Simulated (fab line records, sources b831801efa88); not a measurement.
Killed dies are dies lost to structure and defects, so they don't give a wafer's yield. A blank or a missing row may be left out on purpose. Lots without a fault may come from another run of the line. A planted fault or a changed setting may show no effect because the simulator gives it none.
fab line records | flow sky130
record lots=12 wafers=36 last_day=50
route steps=708 shown LDD_HVN@275 CONTACT@423 METAL1@452 VIA1@473
lots that met no fault: from a run of the same line without faults
start_h: hours from the record's first day to the start of the lot's first wafer shown | wait_h: hours since the lot's step before | " the same as in the row above | L1.1+2: a row that stands for several wafers | - no value, or no start given | * or withheld: withheld | < > ~ a bound
route shown NAME@n: a module of which the file shows steps, and the number in the route of the first | usual: mean/standard deviation of fault-free wafers | same: alike in all rows | chamber/n: place in a boat | sites: the reading at each site | _std_site: their standard deviation | _edge_site: outer sites' mean less inner sites' | radius_mm: how far each site lies from the wafer's centre | mask NAME#n: copy n | behind: the tool/chamber that last shaped the wafer | hold: why the lot was held/for how many hours/how that ended | device: the transistor (n, p or np) that didn't switch | end of line: the same wafers' tests at the end of the route | a step without rows: its recipe alone | killed: dies lost to structure and defects at the first sort, not the wafer's yield | map: a wafer's dies, x killed, . not, _ none there
set.NAME: the setting as run; set.NAME@STEP: as run at that earlier step | model.NAME: the simulator's own value behind a step, which no gauge read
steps of the route over a sample of lots; a table a step, a row a wafer
services: from which hour (start_h, from the record's first day; less than 0 if before it) a tool's chamber was out of use, for how many hours, and why
## steps
# step SKY_LDD_HVN_IMPLANT_08
# recipe species=P energy_kev=60 dose_cm2=3e+13 tilt_deg=40
# usual dose_ions_cm2=3e+13/3.1e+10 faraday_current_uA=169/3.2
# columns lot.wafer tool chamber start_h wait_h dose_ions_cm2 faraday_current_uA
L836.1 implanter-03 0 452.96 0.0 3.002e+13 169
L836.5 " 0 " " 3.001e+13 171
L836.6 " 0 " " 3.001e+13 169
L837.1 implanter-02 0 454.85 0.0 3e+13 174
L837.5 " 0 " " 3e+13 168
L837.6 " 0 " " 2.999e+13 172
L838.3 implanter-02 0 467.20 0.1 2.998e+13 165
L838.4 " 0 " " 2.999e+13 168
L838.5 " 0 " " 3.001e+13 163
L839.3 implanter-01 0 471.41 0.1 3.001e+13 170
L839.4 " 0 " " 3e+13 171
L839.6 " 0 " " 3.005e+13 176
L840.1 implanter-03 0 480.10 0.0 2.997e+13 166
L840.2 " 0 " " 2.996e+13 171
L840.3 " 0 " " 3.001e+13 177
L841.1 implanter-03 0 490.41 0.0 2.998e+13 171
L841.2 " 0 " " 2.999e+13 168
L841.5 " 0 " " 2.994e+13 170
L842.3 implanter-03 0 498.86 0.1 2.999e+13 172
L842.4 " 0 " " 2.998e+13 172
L842.5 " 0 " " 2.995e+13 169
L850.2 implanter-01 0 588.58 0.0 3.212e+13 186
L850.3 " 0 " " 3.218e+13 177
L850.6 " 0 " " 3.213e+13 188
L854.2 implanter-03 0 603.23 0.0 2.998e+13 167
L854.4 " 0 " " 2.995e+13 166
L854.5 " 0 " " 2.998e+13 178
L852.2 implanter-01 0 605.19 0.0 3.22e+13 188
L852.3 " 0 " " 3.212e+13 180
L852.5 " 0 " " 3.22e+13 182
L856.1 implanter-02 0 619.75 0.0 2.998e+13 170
L856.2 " 0 " " 3.004e+13 175
L856.6 " 0 " " 2.997e+13 172
L859.1 implanter-03 0 649.40 0.0 2.999e+13 174
L859.5 " 0 " " 3.003e+13 167
L859.6 " 0 " " 3.002e+13 170
# step SKY_LDD_HVN_TW_MEAS_10
# usual LDD_HVN_TW=1442/7.3
# columns lot.wafer tool chamber start_h wait_h LDD_HVN_TW
L836.1 film_metro-01 - 453.21 0.1 1437
L836.5 " - " " 1442
L836.6 " - " " 1442
L837.1 film_metro-01 - 455.10 0.1 1448
L837.5 " - " " 1443
L837.6 " - " " 1446
L838.3 film_metro-01 - 467.42 0.1 1456
L838.4 " - " " 1450
L838.5 " - " " 1455
L839.3 film_metro-02 - 471.63 0.1 1441
L839.4 " - " " 1441
L839.6 " - " " 1442
L840.1 film_metro-04 - 480.35 0.1 1439
L840.2 " - " " 1442
L840.3 " - " " 1442
L841.1 film_metro-04 - 490.66 0.1 1438
L841.2 " - " " 1430
L841.5 " - " " 1427
L842.3 film_metro-04 - 499.08 0.1 1438
L842.4 " - " " 1432
L842.5 " - " " 1431
L850.2 film_metro-01 - 588.82 0.1 1478
L850.3 " - " " 1469
L850.6 " - " " 1475
L854.2 film_metro-04 - 603.46 0.1 1451
L854.4 " - " " 1445
L854.5 " - " " 1453
L852.2 film_metro-02 - 605.42 0.1 1462
L852.3 " - " " 1456
L852.5 " - " " 1465
L856.1 film_metro-02 - 620.00 0.1 1440
L856.2 " - " " 1433
L856.6 " - " " 1429
L859.1 film_metro-02 - 649.65 0.1 1435
L859.5 " - " " 1429
L859.6 " - " " 1430
# step SKY_CONTACT_ETCH_17
# recipe target=SiO2 chemistry=C4F8/O2/Ar stop_on=Si3N4 mask_material=KrF-thick source_w=1500 bias_w=1200 pressure_mtorr=40 c4f8_flow_sccm=withheld O2_flow_sccm=6 Ar_flow_sccm=300 time_s=withheld target_depth_a=3400
# usual oes_product_au=0.890/0.0048 rf_fwd_power_W=1488/6.1
# columns lot.wafer tool chamber start_h wait_h oes_product_au rf_fwd_power_W
L836.1 rie_diel-04 2 732.61 0.0 0.885 1480
L836.5 " 2 " " 0.893 1479
L836.6 " 1 " " 0.889 1483
L837.1 rie_diel-03 0 732.63 0.0 0.894 1477
L837.5 " 1 " " 0.893 1480
L837.6 " 0 " " 0.890 1477
L838.3 rie_diel-04 3 743.01 0.0 0.891 1488
L838.4 " 0 " " 0.890 1497
L838.5 " 1 " " 0.887 1477
L839.3 rie_diel-04 1 746.41 0.0 0.895 1497
L839.4 " 0 " " 0.884 1490
L839.6 " 0 " " 0.889 1485
L840.1 rie_diel-03 2 750.86 0.0 0.889 1483
L840.2 " 1 " " 0.891 1487
L840.3 " 3 " " 0.896 1491
L841.1 rie_diel-01 0 764.21 0.0 0.882 1490
L841.2 " 3 " " 0.888 1484
L841.5 " 2 " " 0.889 1493
L842.3 rie_diel-03 2 772.23 0.0 0.891 1486
L842.4 " 1 " " 0.894 1478
L842.5 " 3 " " 0.884 1492
L850.2 rie_diel-03 3 847.78 0.0 0.890 1484
L850.3 " 2 " " 0.888 1494
L850.6 " 1 " " 0.885 1479
L854.2 rie_diel-01 1 860.63 0.0 0.894 1489
L854.4 " 3 " " 0.899 1496
L854.5 " 3 " " 0.889 1484
L852.2 rie_diel-01 3 862.68 0.0 0.894 1485
L852.3 " 2 " " 0.891 1494
L852.5 " 1 " " 0.888 1488
L856.1 rie_diel-04 3 875.98 0.0 0.890 1488
L856.2 " 0 " " 0.894 1489
L856.6 " 1 " " 0.888 1483
L859.1 rie_diel-01 2 900.51 0.0 0.887 1495
L859.5 " 0 " " 0.888 1495
L859.6 " 3 " " 0.890 1491
# step SKY_METAL1_ETCH_18
# recipe chemistry=N2/H2 target=BARC ion_energy_ev=200 bias_w=100 pressure_mtorr=30 n2_flow_sccm=100 h2_flow_sccm=200 icp_w=500 stop_on=SiO2 time_s=45.9 target_depth_a=600
# usual drypump_motor_current_A=5.66/0.23 oes_product_au=0.854/0.0044 rf_fwd_power_W=495.5/2.1 throttle_valve_pct=13.224/0.0091
# columns lot.wafer tool chamber start_h wait_h drypump_motor_current_A oes_product_au rf_fwd_power_W rf_hours_counter_h throttle_valve_pct
L836.1 rie_metal-03 1 761.66 0.0 5.62 0.868 497.4 1 13.226
L836.5 " 0 " " 5.68 0.858 494.9 - 13.229
L836.6 " 1 " " 5.59 0.856 498.4 - 13.234
L837.1 rie_metal-01 1 761.75 0.0 5.63 0.852 494.2 10 13.212
L837.5 " 0 " " 5.76 0.852 496.3 - 13.230
L837.6 " 1 " " 5.61 0.855 496.1 - 13.224
L838.3 rie_metal-04 1 772.18 0.0 6.01 0.848 498.2 - 13.223
L838.4 " 0 " " 5.25 0.851 491.6 - 13.221
L838.5 " 1 " " 6.00 0.857 497.7 - 13.220
L839.3 rie_metal-04 0 777.02 0.0 5.28 0.856 493.8 - 13.229
L839.4 " 1 " " 6.00 0.848 497.2 - 13.213
L839.6 " 1 " " 5.99 0.856 494.5 - 13.220
L840.1 rie_metal-04 1 781.76 0.0 6.01 0.844 495.7 15 13.224
L840.2 " 0 " " 5.26 0.854 492.4 1 13.234
L840.3 " 0 " " 5.25 0.844 490.5 - 13.212
L841.1 rie_metal-03 0 794.46 0.0 5.69 0.856 496.0 14 13.233
L841.2 " 1 " " 5.60 0.855 496.8 3 13.231
L841.5 " 1 " " 5.61 0.850 496.7 - 13.234
L842.3 rie_metal-04 0 801.98 0.0 5.26 0.860 494.2 - 13.222
L842.4 " 1 " " 5.99 0.855 494.6 - 13.230
L842.5 " 0 " " 5.28 0.851 493.4 - 13.233
L850.2 rie_metal-04 0 875.46 0.0 5.31 0.858 493.2 4 13.219
L850.3 " 1 " " 5.99 0.852 496.2 - 13.235
L850.6 " 1 " " 5.97 0.850 497.5 - 13.227
L854.2 rie_metal-04 0 888.71 0.0 5.28 0.854 493.5 5 13.224
L854.4 " 0 " " 5.26 0.860 494.9 - 13.229
L854.5 " 1 " " 5.99 0.845 495.6 - 13.221
L852.2 rie_metal-03 0 890.65 0.0 5.71 0.860 494.8 18 13.220
L852.3 " 0 " " 5.71 0.850 494.2 - 13.226
L852.5 " 0 " " 5.71 0.849 493.2 - 13.230
L856.1 rie_metal-01 1 903.35 0.0 5.64 0.847 496.9 16 13.228
L856.2 " 0 " " 5.74 0.856 495.5 15 13.215
L856.6 " 0 " " 5.75 0.855 496.5 - 13.227
L859.1 rie_metal-04 0 926.61 0.0 5.28 0.853 490.1 6 13.220
L859.5 " 0 " " 5.32 0.856 492.8 - 13.210
L859.6 " 1 " " 6.01 0.857 497.2 - 13.219
# step SKY_VIA1_ETCH_15
# recipe target=SiO2 chemistry=C4F8/O2/Ar target_depth_nm=351 stop_on=TiN mask_material=KrF-thick source_w=1500 bias_w=1200 pressure_mtorr=40 c4f8_flow_sccm=withheld O2_flow_sccm=6 Ar_flow_sccm=300 time_s=54
# usual oes_product_au=0.980/0.006 rf_fwd_power_W=1487/5.6
# columns lot.wafer tool chamber start_h wait_h oes_product_au rf_fwd_power_W rf_hours_counter_h
L837.1 rie_diel-01 0 791.26 0.0 0.985 1495 15
L837.5 " 1 " " 0.985 1491 -
L837.6 " 2 " " 0.979 1487 -
L836.1 rie_diel-04 0 791.52 0.0 0.977 1485 10
L836.5 " 0 " " 0.983 1491 -
L836.6 " 1 " " 0.985 1481 -
L838.3 rie_diel-04 0 800.46 0.0 0.990 1488 -
L838.4 " 2 " " 0.981 1477 -
L838.5 " 2 " " 0.977 1477 -
L839.3 rie_diel-01 2 805.41 0.0 0.986 1486 7
L839.4 " 0 " " 0.982 1485 15
L839.6 " 0 " " 0.978 1489 -
L840.1 rie_diel-04 0 810.14 0.0 0.973 1497 11
L840.2 " 2 " " 0.978 1476 6
L840.3 " 0 " " 0.994 1492 -
L841.1 rie_diel-02 1 822.06 0.0 0.979 1490 13
L841.2 " 3 " " 0.977 1502 11
L841.5 " 2 " " 0.975 1487 -
L842.3 rie_diel-02 0 829.04 0.0 0.972 1490 15
L842.4 " 1 " " 0.981 1482 13
L842.5 " 2 " " 0.981 1495 -
L850.2 rie_diel-01 1 902.08 0.0 0.976 1495 17
L850.3 " 2 " " 0.981 1490 10
L850.6 " 1 " " 0.972 1485 -
L854.2 rie_diel-04 2 915.28 0.0 0.979 1485 10
L854.4 " 1 " " 0.981 1487 2
L854.5 " 1 " " 0.979 1489 -
L852.2 rie_diel-04 1 916.73 0.0 0.989 1479 2
L852.3 " 0 " " 0.985 1492 15
L852.5 " 1 " " 0.980 1483 -
L856.1 rie_diel-02 2 929.07 0.0 0.969 1491 5
L856.2 " 3 " " 0.991 1489 13
L856.6 " 3 " " 0.987 1493 -
L859.1 rie_diel-01 3 953.06 0.0 0.982 1486 21
L859.5 " 3 " " 0.980 1474 -
L859.6 " 0 " " 0.980 1485 -
## services
# columns tool chamber start_h hours kind
rie_diel-01 1 490.07 1.3 repair
rie_diel-01 - 497.93 2.8 pm
rie_diel-04 0 498.26 17.6 repair
rie_diel-01 2 507.43 7.2 repair
rie_diel-04 1 523.77 17.8 repair
rie_diel-01 0 525.04 7.7 repair
rie_diel-04 - 530.10 0.6 repair
rie_diel-01 3 545.20 2.7 repair
rie_diel-01 0 558.89 25.0 repair
rie_diel-04 3 559.04 4.5 repair
rie_diel-01 3 570.65 4.5 repair
rie_diel-04 1 582.78 12.4 repair
rie_diel-04 3 604.39 2.6 repair
rie_diel-01 - 612.73 14.6 pm
rie_diel-04 - 647.88 6.1 repair
rie_diel-01 3 727.06 7.3 repair
rie_diel-04 2 760.79 18.6 repair
rie_diel-04 3 789.09 14.9 repair
rie_diel-04 1 794.86 6.4 repair
rie_diel-04 1 809.34 2.4 repair
rie_diel-01 - 812.59 0.5 repair
rie_diel-04 - 830.93 2.8 pm
rie_diel-04 0 848.70 8.2 repair
rie_diel-04 1 921.61 5.1 repair
## key
first_sign step=SKY_LDD_HVN_IMPLANT_08 reading=dose_ions_cm2 direction=up sigmas=69 usual=* struck=*
effect step=SKY_LDD_HVN_IMPLANT_08 reading=faraday_current_uA direction=up sigmas=4.5 usual=169 struck=183
effect step=SKY_LDD_HVN_TW_MEAS_10 reading=LDD_HVN_TW direction=up sigmas=3.5 usual=1442 struck=1468
met_at SKY_LDD_HVN_IMPLANT_08
struck_lots L850,L852
tester_left_out L850,L852
not_acting_at SKY_CONTACT_ETCH_17,SKY_METAL1_ETCH_18,SKY_VIA1_ETCH_15
onset_between 471.41 588.58
fault kind=process_parameter_drift tool=implanter-01 chamber=- onset_h=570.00 steps=SKY_LDD_HVN_IMPLANT_08 channel=dose_cm2 offset=* shape=step end_h=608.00 acts_in=* stated=*
# tester_left_out: of these lots the tester's yield and bins aren't shown, on N5 and GAA mostly nor the transistor test; their killed dies are dies lost to structure and defects alone, not to doping, threshold or leakage, so they don't give the yield
